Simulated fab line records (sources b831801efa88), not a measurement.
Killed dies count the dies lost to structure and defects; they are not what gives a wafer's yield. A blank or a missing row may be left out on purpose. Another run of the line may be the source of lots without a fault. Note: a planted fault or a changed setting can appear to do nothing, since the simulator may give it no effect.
A struck lot beside a sound one :: flow sky130 :: 44 steps out of a route of 708
Sound: these wafers, L707.2, L707.4, L707.6. Struck: wafer L720.6 (left out: L720.1, L720.4 of the same lot, which were not struck); the cause appears at the end.
For every step that has rows: the tool of each side, followed by ch and its chambers, followed by its first start. Under that, the readings that differ: sound wafers :: struck wafers :: difference of the means :: sigmas: that difference in standard deviations of wafers without a fault.
alike: readings whose means differ by less than 2 such deviations, and words and numbers that are the same on both sides. not compared: withheld readings, readings that some wafer has no value for, bounds like >300 that may hide the same value, and numbers for which the record gives no deviation and whose values overlap.
Wherever a step has rows on one side only, a row that says differs or no value, or a row with sigmas, the two part there. Numbers that don't overlap but have no deviation are shown without sigmas and don't part them. A reading that every wafer of one side lacks parts them only if that side has two wafers or more.

first, 3 steps without rows for these wafers: SKY_VIA3_CLEAN_18 (cleans in IPA, time 180 s); SKY_VIA3_CLEAN_19 (cleans in O3/DIW); SKY_VIA3_SPUTTER_20 (material TiN, target thk 20 nm, time 80 s).
SKY_VIA3_CVD_21: deposits W, target thk 390 nm, time 117.31 s.
  sound on cvd-w-02 ch 1, day 39 16:03; struck on cvd-w-01 ch 1, day 43 19:07
reading: heater-power-w (W)
sound: 770 758 768
struck: 958
difference: +193
sigmas: +2
SKY_VIA3_RS_MEAS_22: a four-point-probe measurement.
  struck on film-metro-03, day 43 19:14; sound on film-metro-03, day 39 16:17
  alike: VIA3_W_RS
SKY_VIA3_THK_MEAS_23: measures by xrf.
  struck on film-metro-03, day 43 19:22; sound on film-metro-03, day 39 16:23
  alike: VIA3_W_THK
then, 2 steps without rows for these wafers: SKY_VIA3_CMP_24 (polishes, stops on SiO2, t overpolish 20 s, target thk 0 nm); SKY_METAL4_SPUTTER_00 (material Ti, target thk 15 nm, time 10 s).
SKY_METAL4_SPUTTER_01: material TiN, target thk 20 nm, time 16.7 s.
  struck on pvd-sputter-02, day 43 19:44; sound on pvd-sputter-02, day 39 16:51
  alike: cathode-dc-power-W, chamber-pressure-pa, throttle-valve-pct
then, 3 steps without rows for these wafers: SKY_METAL4_SPUTTER_02 (material AlCu, target thk 735 nm, time 39.1 s); SKY_METAL4_SPUTTER_03 (material Ti, target thk 5 nm, time 3.3 s); SKY_METAL4_SPUTTER_04 (material TiN, target thk 70 nm, time 58.3 s).
SKY_CAP2M_CVD_00: deposits SiO2, target thk 15.5 nm.
  sound on pecvd-02 ch 0, day 39 16:59; struck on pecvd-02 ch 0, day 43 19:52
reading: model.SiO2_of_CAP2M_CVD_00.thk-nm (nm)
sound: 15.37 15.57 15.62
struck: 11.81
difference: -3.71
sigmas: 
  alike: heater-power-w
SKY_CAP2M_THK_MEAS_01:
  struck on film-metro-03, day 43 19:53; sound on film-metro-03, day 39 17:01
reading: CAP2M_CVD_00_THK (nm)
sound: 15.37 15.60 15.62
struck: 11.81
difference: -3.72
sigmas: -17
SKY_CAP2M_SPUTTER_02: material TiN, target thk 200 nm, time 166.7 s.
  struck on pvd-sputter-03, day 43 19:57; sound on pvd-sputter-04, day 39 17:04
  alike: cathode-dc-power-W, chamber-pressure-pa, throttle-valve-pct
SKY_CAP2M_RS_MEAS_03: a four-point-probe measurement.
  struck on film-metro-03, day 43 20:04; sound on film-metro-04, day 39 17:12
reading: CAP2M_TIN_RS (ohm/sq)
sound: 6.98 7.00 6.95
struck: 6.80
difference: -0.18
sigmas: -2
SKY_CAP2M_THK_MEAS_04: measures by xrf.
  struck on film-metro-03, day 43 20:11; sound on film-metro-04, day 39 17:19
  alike: CAP2M_TIN_THK
then, 7 steps without rows for these wafers: SKY_CAP2M_DEHYDRATE_05 (time 60 s); SKY_CAP2M_HMDS_06 (prime time 60 s); SKY_CAP2M_COAT_07 (resist thk 1140 nm); SKY_CAP2M_SOFTBAKE_08 (time 60 s); SKY_CAP2M_EXPOSE_09 (exposes mask CAP2M, target cd 1000 nm); SKY_CAP2M_PEB_10; SKY_CAP2M_DEVELOP_11 (develop time 60 s).
SKY_CAP2M_OVL_MEAS_12:
  struck on overlay-02, day 44 18:44; sound on overlay-01, day 40 17:53
  alike: CAP2M_OVL
SKY_CAP2M_METAL_ETCH_13: etches TiN in Cl2/BCl3, stops on SiO2, target depth 220 nm, time 62.9 s.
  sound on rie-metal-01 ch 0,1, day 40 17:55; struck on rie-metal-01 ch 0, day 44 18:46
reading: oes-product-au (a.u.)
sound: 0.929 0.934 0.944
struck: 0.952
difference: +0.016
sigmas: +2
  alike: drypump-motor-current-A, he-backside-leak-sccm, throttle-valve-pct
  not compared: rf-hours-counter-h
then, 12 steps without rows for these wafers: SKY_CAP2M_STRIP_14 (strips in O2/N2); SKY_CAP2M_STRIP_15 (strips in post etch residue remover, time 1200 s); SKY_CAP2M_CLEAN_16 (cleans in IPA, time 180 s); SKY_CAP2M_CLEAN_17 (cleans in O3/DIW); SKY_METAL4_DEHYDRATE_05 (time 60 s); SKY_METAL4_HMDS_06 (prime time 60 s); SKY_METAL4_COAT_07 (resist thk 60 nm); SKY_METAL4_COAT_08 (resist thk 1140 nm); SKY_METAL4_SOFTBAKE_09 (time 90 s); SKY_METAL4_EXPOSE_10 (exposes mask MM4, target cd 300 nm); SKY_METAL4_PEB_11; SKY_METAL4_DEVELOP_12 (develop time 60 s).
SKY_METAL4_CD_MEAS_13: target cd 300 nm.
  struck on cd-sem-02, day 45 16:27; sound on cd-sem-01, day 41 18:07
  alike: cd-nm
SKY_METAL4_OVL_MEAS_14:
  struck on overlay-02, day 45 16:34; sound on overlay-02, day 41 18:13
  alike: METAL4_OVL
then, 1 step without rows for these wafers: SKY_METAL4_DESCUM_15 (chemistry O2, time 8 s).
SKY_METAL4_ETCH_16: etches BARC in N2/H2, stops on SiO2, time 88.2 s, target depth 60 nm.
  sound on rie-metal-01 ch 0,1, day 41 18:16; struck on rie-metal-01 ch 0, day 45 16:38
  alike: drypump-motor-current-A, he-backside-leak-sccm, oes-product-au, throttle-valve-pct
  not compared: rf-hours-counter-h
SKY_METAL4_ETCH_17: etches SiO2 in C4F8/O2/Ar, stops on TiN, time 3.9 s, target depth 15 nm.
  sound on rie-diel-04 ch 2,3, day 41 18:22; struck on rie-diel-03 ch 2, day 45 16:44
reading: oes-product-au (a.u.)
sound: 0.752 0.752 0.764
struck: 0.665
difference: -0.091
sigmas: -12

reading: model.etch.depth-nm (nm)
sound: 15.37 15.57 15.62
struck: 11.81
difference: -3.71
sigmas: 
  not compared: rf-hours-counter-h
-- the record jumps here: 4 days lie between the struck wafers' starts before and after (it left off in module METAL4 and takes up again in module PAD_OPEN, whose first step shown is number 708 of the route) --
SKY_PAD_OPEN_PROBE_99:
  struck on prober-01, day 49 05:23; sound on prober-02, day 45 20:01
reading: model.etest.tester.sort-n-pass
sound: 409 400 395
struck: 272
difference: -129
sigmas: 

reading: model.etest.tester.sort_bin_5_pct (%)
sound: 11.99 10.98 13.01
struck: 38.01
difference: +26.02
sigmas: 

reading: model.etest.tester.sort-yield-pct (%)
sound: 83.13 81.3 80.28
struck: 55.28
difference: -26.29
sigmas: 

reading: model.etest.cap-mim2.bv-v (V)
sound: 13.81 13.85 14.2
struck: 10.41
difference: -3.54
sigmas: 

reading: model.etest.cap-mim2.leak-log10-a-cm2
sound: -8.91 -8.971 -8.989
struck: -7.505
difference: +1.452
sigmas: 

reading: model.etest.cap-mim2.c-ff-um2
sound: 2.345 2.325 2.317
struck: 3.07
difference: +0.74
sigmas: 

reading: model.etest.tester.sort_bin_8_pct (%)
sound: 0 0 0
struck: 5.648e-05
difference: +5.648e-05
sigmas: 
  alike: defect-limited-yield, killed_at_M0_to_M3, killed_at_M4_up, killed-at-contacts, killed-at-front-end, killed-at-other, killed-dies, killed-open, killed-short

WHERE THEY PART
Last at SKY_METAL4_ETCH_17 as far as this record goes, first at SKY_VIA3_CVD_21. Later steps at which nothing parts them and some readings are alike: SKY_PAD_OPEN_PROBE_99.

WHY: whatever the simulator had introduced
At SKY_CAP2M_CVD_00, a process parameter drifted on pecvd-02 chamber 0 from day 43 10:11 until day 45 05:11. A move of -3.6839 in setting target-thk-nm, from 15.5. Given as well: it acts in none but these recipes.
